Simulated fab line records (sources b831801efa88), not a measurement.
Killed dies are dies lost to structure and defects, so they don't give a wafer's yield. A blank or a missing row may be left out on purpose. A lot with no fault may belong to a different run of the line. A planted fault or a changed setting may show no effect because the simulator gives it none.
Code-filled problem report in 8D (eight disciplines) form | flow gf180mcu | the parts of the form that need people (team, actions taken, sign-off) are left out

1. THE PROBLEM
Wafers free of any fault read -0.4 nm (standard deviation 1.3) for VT_IMPLANT_02_OVL at GF_VT_IMPLANT_OVL_MEAS_29, against a mean of 210.9 nm on 6 wafers of 2 lots. So: +99 or more standard deviations from the usual mean.
The first sign was on wafer L587.4 at day 10 04:05, on overlay-02. At this step, 36 wafers from 12 lots have a number in the record. Rule for "out", or "out of limits": more than 4 standard deviations from the usual mean. Any other wafer with a number is counted as sound.

2. WHAT THIS IS AND IS NOT
question                    | is                     | is not
which readings at this step | VT_IMPLANT_02_OVL      | -
which lots                  | L587, L590             | L575, L576, L577, L578, L579, L580, L582, L584, L591, L598
which wafers of those lots  | all that have a number | -
read on which gauges        | overlay-02             | overlay-01
when                        | from day 10 04:05      | up to then (24 sound wafers); but 6 sound wafers of L591, L598 came after

3. THE SUSPECTS, EACH WITH WHAT RULES IT OUT
Counting: a tool at a process step up to the reading stays a suspect if it ran every lot that is out and no sound lot after the first of them.
- the gauge at GF_VT_IMPLANT_OVL_MEAS_29: kept. All the wafers that are out were read on overlay-02, and no step on other tools shows them out.
- iline stepper-02 at GF_VT_IMPLANT_EXPOSE_26 (exposes mask LVPWELL HV AREA, target cd 860 nm): kept. Every lot that is out went through it, starting with L587 (day 9 19:41), and after that it ran no sound lot; the last sound lot it ran before then is L584 (day 8 21:08).
The count leaves overlay-02 at GF_VT_IMPLANT_OVL_MEAS_29 and iline stepper-02 at GF_VT_IMPLANT_EXPOSE_26.

4. THE CAUSE (what the simulator had put in)
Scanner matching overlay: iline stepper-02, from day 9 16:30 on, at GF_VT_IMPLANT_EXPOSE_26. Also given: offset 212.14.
This tool is one of the 2 suspects left after counting.

5. THE EFFECT CHAIN, in route order
Each row: a reading whose mean over the struck wafers that have a number lies more than 3 standard deviations from the usual. Only readings for which the record gives a usual standard deviation are gone through. hours: the time from each lot's start at the first step in this table that gives one to its start at this step, as a median over the lots. sigmas: the change in usual standard deviations.
hours | step                      | reading           | usual   | on struck wafers | change | sigmas
0     | GF_VT_IMPLANT_OVL_MEAS_29 | VT_IMPLANT_02_OVL | -0.4 nm | 210.9            | +211.3 | +99 or more

6. HOW IT WOULD HAVE BEEN CAUGHT EARLIER
Counted from the fault's start at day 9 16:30, it took 12 hours until the first out-of-limits reading at a measuring or inspecting step in this record, taken at day 10 04:05.
No tool reading at GF_VT_IMPLANT_EXPOSE_26 that has a usual standard deviation in the record was out on any struck wafer, so an alarm limit of 4 standard deviations on those readings would not have fired.
Among the 2 lots that are out, L590 began GF_VT_IMPLANT_EXPOSE_26 on iline stepper-02 after day 10 04:05. A tool hold placed at that time would have kept it from harm.
